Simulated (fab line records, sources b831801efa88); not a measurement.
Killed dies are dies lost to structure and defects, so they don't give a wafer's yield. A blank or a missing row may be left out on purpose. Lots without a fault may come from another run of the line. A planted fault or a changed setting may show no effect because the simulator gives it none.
fab line records | flow sky130 | part 1 of 2: steps 1 to 41 of 42
record lots=7 wafers=21 last_day=49
route steps=708 shown PWDE@50 NWELL@56 VT_ADJUST_HVTP@85 PAD_OPEN@708
lots that met no fault: from a run of the same line without faults
start_h: hours from the record's first day to the start of the lot's first wafer shown | wait_h: hours since the lot's step before | " the same as in the row above | L1.1+2: a row that stands for several wafers | - no value, or no start given | * or withheld: withheld | < > ~ a bound
route shown NAME@n: a module of which the file shows steps, and the number in the route of the first | usual: mean/standard deviation of fault-free wafers | same: alike in all rows | chamber/n: place in a boat | sites: the reading at each site | _std_site: their standard deviation | _edge_site: outer sites' mean less inner sites' | radius_mm: how far each site lies from the wafer's centre | mask NAME#n: copy n | behind: the tool/chamber that last shaped the wafer | hold: why the lot was held/for how many hours/how that ended | device: the transistor (n, p or np) that didn't switch | end of line: the same wafers' tests at the end of the route | a step without rows: its recipe alone | killed: dies lost to structure and defects at the first sort, not the wafer's yield | map: a wafer's dies, x killed, . not, _ none there
set.NAME: the setting as run; set.NAME@STEP: as run at that earlier step | model.NAME: the simulator's own value behind a step, which no gauge read
lots at some steps of the route; a table a step, a row a wafer
services: from which hour (start_h, from the record's first day; less than 0 if before it) a tool's chamber was out of use, for how many hours, and why
## steps
# step SKY_PWDE_PEB_05
# recipe temp_c=115 time_s=withheld
# step SKY_PWDE_DEVELOP_06
# recipe wall_angle_deg=90 developer=TMAH develop_time_s=60 dev_temp_c=23
# step SKY_PWDE_OVL_MEAS_07
# usual PWDE_OVL=0.7/1.3
# columns lot.wafer tool chamber start_h wait_h PWDE_OVL[nm]
L252.3 overlay-02 - 85.04 - 1.1
L252.5 " - " " 2.2
L252.6 " - " " 1.1
L254.3 overlay-01 - 90.17 - 1.5
L254.4 " - " " 1.9
L254.6 " - " " 0.4
L259.1 overlay-01 - 124.23 - 1.8
L259.3 " - " " -2.2
L259.5 " - " " 0.0
L264.2 overlay-01 - 146.38 - 0.5
L264.3 " - " " 0.1
L264.5 " - " " -0.3
L265.4 overlay-01 - 151.88 - 2.5
L265.5 " - " " 1.5
L265.6 " - " " 2.2
L266.2 overlay-01 - 164.28 - -2.6
L266.3 " - " " 0.4
L266.5 " - " " -3.6
L267.3 overlay-01 - 164.64 - -1.6
L267.4 " - " " 0.3
L267.5 " - " " 1.3
# step SKY_PWDE_IMPLANT_08
# recipe species=B energy_kev=150 dose_cm2=3.6e+12 tilt_deg=withheld
# step SKY_PWDE_STRIP_09
# recipe chemistry=O2/N2 power_w=1400 pressure_mtorr=1500 platen_temp_c=withheld o2_flow_sccm=3000 n2_flow_sccm=300 overash_fraction=0.5
# usual chamber_pressure_mTorr=1499.9/1.3 drypump_motor_current_A=5.8/0.51 n2_flow_sccm=299.9/0.78 oes_product_au=0.723/0.0045 strip_time_to_endpoint_s=36.91/0.094
# columns lot.wafer tool chamber start_h wait_h chamber_pressure_mTorr drypump_motor_current_A n2_flow_sccm oes_product_au rf_hours_counter_h strip_time_to_endpoint_s
L252.3 plasma_asher-03 0 85.25 0.1 1500.6 6.5 300.0 0.732 - 36.90
L252.5 " 0 " " 1500.3 6.5 299.3 0.723 - 36.83
L252.6 " 1 " " 1501.2 5.6 300.6 0.729 - 36.94
L254.3 plasma_asher-04 1 90.38 0.1 1500.2 5.1 300.7 0.723 - 37.00
L254.4 " 0 " " 1500.4 5.8 299.8 0.719 - 36.99
L254.6 " 0 " " 1498.4 5.8 300.0 0.722 - 37.06
L259.1 plasma_asher-03 0 124.41 0.1 1500.1 6.5 299.4 0.720 35 36.89
L259.3 " 0 " " 1500.7 6.5 300.6 0.719 - 36.94
L259.5 " 1 " " 1499.1 5.6 300.9 0.732 - 36.98
L264.2 plasma_asher-01 1 146.56 0.1 1498.8 6.3 300.0 0.717 37 36.96
L264.3 " 0 " " 1500.3 5.3 300.1 0.727 - 36.94
L264.5 " 1 " " 1500.4 6.3 299.2 0.729 - 37.02
L265.4 plasma_asher-03 0 152.08 0.1 1500.5 6.5 299.7 0.715 - 36.73
L265.5 " 0 " " 1502.4 6.5 301.6 0.724 - 36.83
L265.6 " 1 " " 1499.2 5.6 299.9 0.721 - 36.89
L266.2 plasma_asher-03 1 164.46 0.1 1498.4 5.6 299.8 0.718 39 36.72
L266.3 " 1 " " 1498.1 5.6 299.3 0.717 - 36.91
L266.5 " 1 " " 1501.9 5.6 299.3 0.718 - 36.79
L267.3 plasma_asher-04 0 164.84 0.1 1500.7 5.8 300.4 0.716 - 36.88
L267.4 " 1 " " 1499.8 5.1 300.1 0.717 - 36.90
L267.5 " 1 " " 1500.9 5.1 299.5 0.720 - 36.94
# step SKY_PWDE_TW_MEAS_10
# usual PWDE_TW=367.8/2.5
# columns lot.wafer tool chamber start_h wait_h PWDE_TW
L252.3 film_metro-01 - 85.33 0.1 370.1
L252.5 " - " " 368.2
L252.6 " - " " 371.3
L254.3 film_metro-02 - 90.46 0.1 365.6
L254.4 " - " " 366.7
L254.6 " - " " 367.3
L259.1 film_metro-01 - 124.51 0.1 368.6
L259.3 " - " " 369.3
L259.5 " - " " 368.9
L264.2 film_metro-04 - 146.67 0.1 364.9
L264.3 " - " " 366.2
L264.5 " - " " 364.9
L265.4 film_metro-02 - 152.17 0.1 365.2
L265.5 " - " " 364.5
L265.6 " - " " 364.6
L266.2 film_metro-01 - 164.57 0.1 371.4
L266.3 " - " " 373.7
L266.5 " - " " 372.5
L267.3 film_metro-04 - 164.93 0.1 367.4
L267.4 " - " " 364.4
L267.5 " - " " 364.7
# step SKY_NWELL_DEHYDRATE_03
# recipe temp_c=200 time_s=60
# step SKY_NWELL_HMDS_04
# recipe prime_time_s=60 prime_temp_c=120
# step SKY_NWELL_COAT_05
# recipe spin_rpm=2000 resist_thk_nm=3000
# step SKY_NWELL_SOFTBAKE_06
# recipe temp_c=110 time_s=withheld
# step SKY_NWELL_EXPOSE_07
# recipe mask_id=NWM na=0.6 source_shape=conventional sigma_outer=0.6 polarization=unpolarized target_cd_nm=840 dose_mj=255
# step SKY_NWELL_PEB_08
# recipe temp_c=115 time_s=withheld
# step SKY_NWELL_DEVELOP_09
# recipe wall_angle_deg=90 developer=TMAH develop_time_s=60 dev_temp_c=23
# usual chill_plate_temp_C=23.01/0.12
# columns lot.wafer tool chamber start_h wait_h chill_plate_temp_C
L252.3 litho_track-02 0 102 - 22.96
L252.5 " 0 " " 23.09
L252.6 " 0 " " 23.21
L254.3 litho_track-03 0 108 - 23.13
L254.4 " 0 " " 22.92
L254.6 " 0 " " 23.03
L259.1 litho_track-03 0 142 - 23.09
L259.3 " 0 " " 23.04
L259.5 " 0 " " 22.94
L264.2 litho_track-03 0 164 - 23.05
L264.3 " 0 " " 23.05
L264.5 " 0 165 - 22.93
L265.4 litho_track-03 0 170 - 23.24
L265.5 " 0 " " 23.36
L265.6 " 0 " " 23.15
L266.2 litho_track-03 0 184 - 23.00
L266.3 " 0 " " 23.00
L266.5 " 0 " " 23.05
L267.3 litho_track-01 0 185 - 22.96
L267.4 " 0 " " 23.01
L267.5 " 0 " " 23.11
# step SKY_NWELL_OVL_MEAS_10
# usual NWELL_00_OVL=0.5/1.4
# columns lot.wafer tool chamber start_h wait_h NWELL_00_OVL[nm]
L252.3 overlay-01 - 102.22 - -1.3
L252.5 " - " " -0.9
L252.6 " - " " -0.8
L254.3 overlay-01 - 108.24 - -2.1
L254.4 " - " " -0.9
L254.6 " - " " -0.8
L259.1 overlay-02 - 142.58 - 1.0
L259.3 " - " " 2.7
L259.5 " - " " 2.2
L264.2 overlay-01 - 165.08 - 1.0
L264.3 " - " " 0.1
L264.5 " - " " -0.6
L265.4 overlay-01 - 170.89 - 0.8
L265.5 " - " " 1.0
L265.6 " - " " 0.1
L266.2 overlay-01 - 184.83 - 2.8
L266.3 " - " " 0.6
L266.5 " - " " -0.3
L267.3 overlay-02 - 186.00 - 1.0
L267.4 " - " " -0.9
L267.5 " - " " 1.1
# step SKY_NWELL_IMPLANT_11
# recipe species=P energy_kev=400 dose_cm2=1.9e+13 tilt_deg=withheld
# step SKY_NWELL_IMPLANT_12
# recipe species=P energy_kev=120 dose_cm2=1.3e+12 tilt_deg=withheld
# step SKY_NWELL_IMPLANT_13
# recipe species=P energy_kev=50 dose_cm2=7e+11 tilt_deg=withheld
# step SKY_NWELL_STRIP_14
# recipe chemistry=O2/N2 power_w=1400 pressure_mtorr=1500 platen_temp_c=withheld o2_flow_sccm=3000 n2_flow_sccm=300 overash_fraction=0.5
# usual chamber_pressure_mTorr=1500.0/1.3 drypump_motor_current_A=5.8/0.47 n2_flow_sccm=299.9/0.82 oes_product_au=0.723/0.0041 strip_time_to_endpoint_s=36.92/0.13
# columns lot.wafer tool chamber start_h wait_h chamber_pressure_mTorr drypump_motor_current_A n2_flow_sccm oes_product_au rf_hours_counter_h strip_time_to_endpoint_s
L252.3 plasma_asher-02 1 102.73 0.1 1499.5 5.4 299.8 0.721 - 37.02
L252.5 " 0 " " 1500.8 5.9 300.0 0.715 - 36.86
L252.6 " 1 " " 1501.1 5.4 299.0 0.723 - 36.96
L254.3 plasma_asher-03 0 108.75 0.1 1499.0 6.5 299.6 0.727 - 36.97
L254.4 " 1 " " 1501.3 5.6 300.8 0.716 - 37.02
L254.6 " 1 " " 1500.2 5.6 301.3 0.720 - 37.06
L259.1 plasma_asher-03 1 143.06 0.1 1500.0 5.6 300.6 0.728 37 36.77
L259.3 " 1 " " 1500.5 5.6 298.3 0.728 - 36.91
L259.5 " 0 " " 1497.1 6.5 300.4 0.730 - 36.94
L264.2 plasma_asher-02 0 165.56 0.1 1499.7 5.9 300.3 0.721 4 36.96
L264.3 " 1 " " 1501.3 5.3 300.6 0.724 - 36.93
L264.5 " 1 " " 1499.8 5.3 299.3 0.722 - 36.88
L265.4 plasma_asher-04 1 171.40 0.1 1500.8 5.1 300.3 0.722 - 37.25
L265.5 " 0 " " 1500.7 5.8 297.8 0.728 - 37.12
L265.6 " 1 " " 1500.4 5.1 299.6 0.728 - 37.11
L266.2 plasma_asher-03 1 185.39 0.1 1499.6 5.6 300.3 0.721 41 36.99
L266.3 " 0 " " 1499.8 6.5 299.8 0.717 - 37.08
L266.5 " 0 " " 1501.1 6.5 301.0 0.724 - 37.10
L267.3 plasma_asher-03 0 186.51 0.1 1499.0 6.5 300.4 0.728 - 36.87
L267.4 " 1 " " 1500.3 5.6 299.8 0.728 - 36.85
L267.5 " 0 " " 1499.5 6.5 299.9 0.726 - 36.96
# step SKY_NWELL_TW_MEAS_15
# usual NWELL_TW=1792/13
# columns lot.wafer tool chamber start_h wait_h NWELL_TW
L252.3 film_metro-04 - 102.81 0.1 1780
L252.5 " - " " 1792
L252.6 " - " " 1785
L254.3 film_metro-02 - 108.83 0.1 1797
L254.4 " - " " 1790
L254.6 " - " " 1784
L259.1 film_metro-02 - 143.16 0.1 1787
L259.3 " - " " 1797
L259.5 " - " " 1798
L264.2 film_metro-04 - 165.67 0.1 1782
L264.3 " - " " 1782
L264.5 " - " " 1784
L265.4 film_metro-02 - 171.49 0.1 1771
L265.5 " - " " 1778
L265.6 " - " " 1768
L266.2 film_metro-02 - 185.50 0.1 1779
L266.3 " - " " 1762
L266.5 " - " " 1768
L267.3 film_metro-04 - 186.59 0.1 1791
L267.4 " - " " 1789
L267.5 " - " " 1783
# step SKY_NWELL_DEHYDRATE_16
# recipe temp_c=200 time_s=60
# step SKY_NWELL_HMDS_17
# recipe prime_time_s=60 prime_temp_c=120
# step SKY_NWELL_COAT_18
# recipe spin_rpm=2000 resist_thk_nm=3000
# step SKY_NWELL_SOFTBAKE_19
# recipe temp_c=110 time_s=withheld
# step SKY_NWELL_EXPOSE_20
# recipe mask_id=NWM_COMPLEMENT na=0.6 source_shape=conventional sigma_outer=0.6 polarization=unpolarized target_cd_nm=840 dose_mj=260
# step SKY_NWELL_PEB_21
# recipe temp_c=115 time_s=withheld
# step SKY_NWELL_DEVELOP_22
# recipe wall_angle_deg=90 developer=TMAH develop_time_s=60 dev_temp_c=23
# step SKY_NWELL_OVL_MEAS_23
# usual NWELL_01_OVL=0.8/1.4
# columns lot.wafer tool chamber start_h wait_h NWELL_01_OVL[nm]
L252.3 overlay-02 - 120.45 - 1.1
L252.5 " - " " 1.2
L252.6 " - " " -0.2
L254.3 overlay-01 - 125.60 - 1.8
L254.4 " - " " -0.6
L254.6 " - " " 2.7
L259.1 overlay-02 - 162.24 - 2.3
L259.3 " - " " 0.8
L259.5 " - " " 2.0
L264.2 overlay-01 - 186.34 - 0.4
L264.3 " - " " 0.7
L264.5 " - " " -0.8
L265.4 overlay-01 - 191.90 - -0.6
L265.5 " - " " 0.0
L265.6 " - " " -1.4
L266.2 overlay-02 - 206.24 - 0.7
L266.3 " - " " -0.1
L266.5 " - " " -0.3
L267.3 overlay-01 - 207.89 - 2.4
L267.4 " - " " 2.4
L267.5 " - " " 0.7
# step SKY_NWELL_IMPLANT_24
# recipe species=B energy_kev=140 dose_cm2=9.2e+12 tilt_deg=withheld
# step SKY_NWELL_STRIP_25
# recipe chemistry=O2/N2 power_w=1400 pressure_mtorr=1500 platen_temp_c=withheld o2_flow_sccm=3000 n2_flow_sccm=300 overash_fraction=0.5
# usual chamber_pressure_mTorr=1500.0/1.3 drypump_motor_current_A=5.7/0.46 n2_flow_sccm=300.1/0.97 oes_product_au=0.723/0.0045 strip_time_to_endpoint_s=36.91/0.1
# columns lot.wafer tool chamber start_h wait_h chamber_pressure_mTorr drypump_motor_current_A n2_flow_sccm oes_product_au rf_hours_counter_h strip_time_to_endpoint_s
L252.3 plasma_asher-04 1 120.66 0.1 1501.1 5.1 300.1 0.722 - 36.96
L252.5 " 1 " " 1501.0 5.1 300.4 0.721 - 36.98
L252.6 " 0 " " 1498.6 5.8 299.5 0.721 - 36.99
L254.3 plasma_asher-03 1 125.81 0.1 1501.8 5.6 300.8 0.714 - 36.83
L254.4 " 0 " " 1497.5 6.6 299.8 0.721 - 36.86
L254.6 " 0 " " 1502.5 6.5 298.7 0.714 - 36.80
L259.1 plasma_asher-02 0 162.42 0.1 1499.9 5.9 299.7 0.724 4 36.82
L259.3 " 0 " " 1497.4 5.9 300.2 0.729 - 36.79
L259.5 " 0 " " 1497.9 5.9 299.7 0.723 - 36.76
L264.2 plasma_asher-04 0 186.53 0.1 1498.6 5.8 301.0 0.721 54 37.07
L264.3 " 1 " " 1501.5 5.1 298.3 0.726 - 37.05
L264.5 " 0 " " 1499.1 5.8 300.3 0.719 - 37.05
L265.4 plasma_asher-03 0 192.73 0.1 1502.2 6.5 301.7 0.722 - 36.80
L265.5 " 0 " " 1498.1 6.5 301.7 0.727 - 37.05
L265.6 " 1 " " 1498.7 5.6 300.5 0.724 - 36.83
L266.2 plasma_asher-03 0 206.42 0.1 1500.1 6.5 301.0 0.721 43 36.93
L266.3 " 0 " " 1500.6 6.5 298.8 0.728 - 37.06
L266.5 " 0 " " 1499.0 6.5 300.3 0.718 - 36.95
L267.3 plasma_asher-04 0 208.10 0.1 1499.8 5.8 303.1 0.720 - 37.00
L267.4 " 1 " " 1502.3 5.1 300.6 0.722 - 36.95
L267.5 " 0 " " 1501.1 5.8 299.7 0.724 - 36.93
# step SKY_NWELL_TW_MEAS_26
# usual NWELL_2_TW=488/3.6
# columns lot.wafer tool chamber start_h wait_h NWELL_2_TW
L252.3 film_metro-01 - 120.74 0.1 491
L252.5 " - " " 487
L252.6 " - " " 490
L254.3 film_metro-02 - 125.89 0.1 491
L254.4 " - " " 491
L254.6 " - " " 489
L259.1 film_metro-02 - 162.52 0.1 485
L259.3 " - " " 483
L259.5 " - " " 484
L264.2 film_metro-02 - 186.64 0.1 482
L264.3 " - " " 484
L264.5 " - " " 482
L265.4 film_metro-04 - 192.82 0.1 492
L265.5 " - " " 492
L265.6 " - " " 490
L266.2 film_metro-04 - 206.53 0.1 490
L266.3 " - " " 489
L266.5 " - " " 488
L267.3 film_metro-01 - 208.18 0.1 492
L267.4 " - " " 495
L267.5 " - " " 494
# step SKY_NWELL_CLEAN_27
# recipe chemistry=SC1/SC2 mix=1:4:20 temp_c=70 time_s=150 dry=n2_spin
# step SKY_NWELL_RTA_28
# recipe temp_c=1050 time_s=30 idle_temp_c=650 ramp_up_c_per_s=150 ramp_down_c_per_s=90 ambient=N2
# usual lamp_power_pct=25.31/0.056 wafer_temp_C_max=1054.8/0.94
# columns lot.wafer tool chamber start_h wait_h lamp_power_pct wafer_temp_C_max
L252.3 rtp_anneal-01 0 120.87 0.0 25.30 1054.3
L252.5 " 0 " " 25.22 1055.4
L252.6 " 0 " " 25.35 1054.3
L254.3 rtp_anneal-01 0 126.02 0.0 25.24 1055.8
L254.4 " 0 " " 25.28 1053.7
L254.6 " 0 " " 25.32 1056.6
L259.1 rtp_anneal-02 0 162.63 0.0 25.39 1054.9
L259.3 " 0 " " 25.33 1053.7
L259.5 " 0 " " 25.25 1054.6
L264.2 rtp_anneal-02 0 186.76 0.0 25.34 1054.4
L264.3 " 0 " " 25.32 1055.0
L264.5 " 0 " " 25.26 1053.6
L265.4 rtp_anneal-01 0 192.95 0.1 25.31 1053.6
L265.5 " 0 " " 25.30 1053.9
L265.6 " 0 " " 25.28 1054.0
L266.2 rtp_anneal-02 0 206.65 0.0 25.27 1056.3
L266.3 " 0 " " 25.24 1054.9
L266.5 " 0 " " 25.23 1055.0
L267.3 rtp_anneal-01 0 208.31 0.0 25.35 1056.0
L267.4 " 0 " " 25.35 1054.3
L267.5 " 0 " " 25.24 1054.4
# step SKY_NWELL_RS_MEAS_29
# recipe thk_meas_gauge=four-point-probe
# usual NWELL_RS=625.0/1.8
# columns lot.wafer tool chamber start_h wait_h NWELL_RS[ohm/sq]
L252.3 film_metro-01 - 120.97 0.1 626.9
L252.5 " - " " 627.0
L252.6 " - " " 624.0
L254.3 film_metro-02 - 126.12 0.1 622.9
L254.4 " - " " 623.6
L254.6 " - " " 623.3
L259.1 film_metro-01 - 162.73 0.1 625.0
L259.3 " - " " 625.6
L259.5 " - " " 626.9
L264.2 film_metro-04 - 186.86 0.1 626.5
L264.3 " - " " 626.8
L264.5 " - " " 625.7
L265.4 film_metro-04 - 193.06 0.1 621.5
L265.5 " - " " 621.0
L265.6 " - " " 621.0
L266.2 film_metro-01 - 206.76 0.1 625.3
L266.3 " - " " 627.3
L266.5 " - " " 627.1
L267.3 film_metro-04 - 208.41 0.1 620.5
L267.4 " - " " 622.3
L267.5 " - " " 625.0
# step SKY_NWELL_RS_MEAS_31
# recipe thk_meas_gauge=four-point-probe
# usual PWDE_RS=5278/19
# columns lot.wafer tool chamber start_h wait_h PWDE_RS[ohm/sq]
L252.3 film_metro-01 - 121.21 0.1 5280
L252.5 " - " " 5292
L252.6 " - " " 5287
L254.3 film_metro-02 - 126.36 0.1 5256
L254.4 " - " " 5274
L254.6 " - " " 5255
L259.1 film_metro-01 - 162.97 0.1 5267
L259.3 " - " " 5258
L259.5 " - " " 5269
L264.2 film_metro-04 - 187.10 0.1 5286
L264.3 " - " " 5282
L264.5 " - " " 5283
L265.4 film_metro-04 - 193.30 0.1 5269
L265.5 " - " " 5268
L265.6 " - " " 5269
L266.2 film_metro-01 - 207.00 0.1 5264
L266.3 " - " " 5257
L266.5 " - " " 5280
L267.3 film_metro-04 - 208.65 0.1 5248
L267.4 " - " " 5265
L267.5 " - " " 5277
# step SKY_VT_ADJUST_HVTP_DEHYDRATE_00
# recipe temp_c=200 time_s=60
# step SKY_VT_ADJUST_HVTP_HMDS_01
# recipe prime_time_s=60 prime_temp_c=120
# step SKY_VT_ADJUST_HVTP_COAT_02
# recipe resist=NOVOLAK spin_rpm=3000 resist_thk_nm=1140
# step SKY_VT_ADJUST_HVTP_SOFTBAKE_03
# recipe temp_c=90 time_s=60 resist=NOVOLAK
# step SKY_VT_ADJUST_HVTP_EXPOSE_04
# recipe mask_id=HVTPM na=0.6 source_shape=conventional sigma_outer=0.6 polarization=unpolarized target_cd_nm=380 dose_mj=140
# step SKY_VT_ADJUST_HVTP_PEB_05
# recipe temp_c=withheld time_s=* resist=NOVOLAK
# step SKY_VT_ADJUST_HVTP_DEVELOP_06
# recipe resist=NOVOLAK developer=TMAH develop_time_s=60 dev_temp_c=23
